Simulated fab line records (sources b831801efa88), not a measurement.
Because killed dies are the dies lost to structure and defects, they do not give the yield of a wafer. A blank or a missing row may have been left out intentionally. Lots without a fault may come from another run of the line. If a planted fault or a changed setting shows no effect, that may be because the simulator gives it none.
Check for tools in common + flow gf180mcu + 11 lots, 33 wafers sampled

WHY IT WAS OPENED
GF_MVPSD_TW_MEAS_11, reading MVPSD_TW: flagged on 2 of 11 lots. No-fault wafers: 557, standard deviation 4.6.
Rule: a lot gets a flag if all its wafers with a number sit over 4 standard deviations from that mean, or if no wafer of it has a number. All remaining lots are regarded as sound.

| lot  | measured     | on           | MVPSD_TW, wafer by wafer | flag    |
|------|--------------|--------------|--------------------------|---------|
| L978 | day 5 13:54  | filmMetro-03 | 554 550 552              |         |
| L979 | day 6 02:24  | filmMetro-04 | 562 560 563              |         |
| L981 | day 6 06:56  | filmMetro-01 | 562 561 561              |         |
| L983 | day 6 21:57  | filmMetro-04 | 564 560 560              |         |
| L987 | day 7 11:43  | filmMetro-01 | 413 412 415              | FLAGGED |
| L988 | day 7 19:48  | filmMetro-01 | 415 416 415              | FLAGGED |
| L990 | day 8 08:40  | filmMetro-04 | 563 561 560              |         |
| L997 | day 10 05:33 | filmMetro-03 | 552 555 555              |         |
| L998 | day 10 10:07 | filmMetro-03 | 553 554 554              |         |
| L999 | day 10 18:55 | filmMetro-04 | 561 557 562              |         |
| L100 | day 11 01:33 | filmMetro-01 | 560 554 562              |         |
The mean of the flagged lots' numbers is 414, -143 from the usual (-31 standard deviations).

EACH LOT AND THE TOOL IT RAN ON
3 process steps preceding the reading are held in the record, out of 602 steps in the route. Cell contents, in order: the tool; ch with the chambers the sampled wafers went through; the start.
| lot  | flag    | GF_DNWELL_STRIP_08                 | GF_NWELL_STRIP_10                  | GF_MVPSD_IMPLANT_08             |
|------|---------|------------------------------------|------------------------------------|---------------------------------|
| L978 |         | plasmaAsher-04 ch 0,1, day 3 05:55 | plasmaAsher-03 ch 0,1, day 3 19:17 | implanter-03 ch 0, day 5 13:30  |
| L979 |         | plasmaAsher-02 ch 0,1, day 3 16:43 | plasmaAsher-01 ch 0,1, day 4 06:30 | implanter-04 ch 0, day 6 02:00  |
| L981 |         | plasmaAsher-04 ch 1, day 3 20:01   | plasmaAsher-01 ch 0,1, day 4 09:42 | implanter-04 ch 0, day 6 06:32  |
| L983 |         | plasmaAsher-02 ch 0,1, day 4 08:47 | plasmaAsher-02 ch 0,1, day 4 23:27 | implanter-03 ch 0, day 6 21:33  |
| L987 | FLAGGED | plasmaAsher-02 ch 0,1, day 4 22:10 | plasmaAsher-01 ch 1, day 5 13:06   | implanter-04 ch 0, day 7 11:19  |
| L988 | FLAGGED | plasmaAsher-04 ch 0,1, day 5 05:16 | plasmaAsher-03 ch 0,1, day 5 20:50 | implanter-04 ch 0, day 7 19:24  |
| L990 |         | plasmaAsher-03 ch 1, day 5 14:52   | plasmaAsher-02 ch 0,1, day 6 07:09 | implanter-03 ch 0, day 8 08:17  |
| L997 |         | plasmaAsher-03 ch 0,1, day 7 07:34 | plasmaAsher-02 ch 0,1, day 8 00:05 | implanter-03 ch 0, day 10 05:09 |
| L998 |         | plasmaAsher-04 ch 0,1, day 7 11:52 | plasmaAsher-01 ch 0,1, day 8 04:32 | implanter-04 ch 0, day 10 09:45 |
| L999 |         | plasmaAsher-03 ch 0,1, day 7 19:22 | plasmaAsher-02 ch 0,1, day 8 12:10 | implanter-04 ch 0, day 10 18:33 |
| L100 |         | plasmaAsher-04 ch 0,1, day 8 00:55 | plasmaAsher-03 ch 0,1, day 8 18:23 | implanter-01 ch 0, day 11 01:09 |
These steps, and what they do:
- GF_DNWELL_STRIP_08: strips in O2/N2.
- GF_NWELL_STRIP_10: strips in O2/N2.
- GF_MVPSD_IMPLANT_08
- GF_MVPSD_TW_MEAS_11

FLAGGED OVER TOTAL, TOOL BY TOOL (the gauges that took the reading come last)
| step                | tool           | lots run | flagged | share of the flagged lots | sound lots run after its first flagged lot |
|---------------------|----------------|----------|---------|---------------------------|--------------------------------------------|
| GF_DNWELL_STRIP_08  | plasmaAsher-02 | 3        | 1       | some                      | 0                                          |
| GF_DNWELL_STRIP_08  | plasmaAsher-03 | 3        | 0       | none                      | -                                          |
| GF_DNWELL_STRIP_08  | plasmaAsher-04 | 5        | 1       | some                      | 2 (L998,L100)                              |
| GF_NWELL_STRIP_10   | plasmaAsher-01 | 4        | 1       | some                      | 1 (L998)                                   |
| GF_NWELL_STRIP_10   | plasmaAsher-02 | 4        | 0       | none                      | -                                          |
| GF_NWELL_STRIP_10   | plasmaAsher-03 | 3        | 1       | some                      | 1 (L100)                                   |
| GF_MVPSD_IMPLANT_08 | implanter-01   | 1        | 0       | none                      | -                                          |
| GF_MVPSD_IMPLANT_08 | implanter-03   | 4        | 0       | none                      | -                                          |
| GF_MVPSD_IMPLANT_08 | implanter-04   | 6        | 2       | all                       | 2 (L998,L999)                              |
| GF_MVPSD_TW_MEAS_11 | filmMetro-01   | 4        | 2       | all                       | 1 (L100)                                   |
| GF_MVPSD_TW_MEAS_11 | filmMetro-03   | 3        | 0       | none                      | -                                          |
| GF_MVPSD_TW_MEAS_11 | filmMetro-04   | 4        | 0       | none                      | -                                          |

WHAT THE TABLE ALLOWS
implanter-04 at GF_MVPSD_IMPLANT_08 and filmMetro-01 at GF_MVPSD_TW_MEAS_11 are the 2 rows of the table that ran each flagged lot.
- implanter-04 at GF_MVPSD_IMPLANT_08: 2 of its 6 lots flagged. Lots that were sound ran on it after the first flagged one (L998, L999); a persistent fault on the entire tool would not allow that. Its own readings (doseIonsCm2, faradayCurrentUA) fall more than 4 standard deviations out on all wafers of the flagged lots.
- filmMetro-01 at GF_MVPSD_TW_MEAS_11: 2 of its 4 lots flagged. Lots that were sound ran on it after the first flagged one (L100); a persistent fault on the entire tool would not allow that.
Not one row of the table ran every flagged lot while running no sound lot after the first.

WHAT HAD BEEN PUT IN BY THE SIMULATOR
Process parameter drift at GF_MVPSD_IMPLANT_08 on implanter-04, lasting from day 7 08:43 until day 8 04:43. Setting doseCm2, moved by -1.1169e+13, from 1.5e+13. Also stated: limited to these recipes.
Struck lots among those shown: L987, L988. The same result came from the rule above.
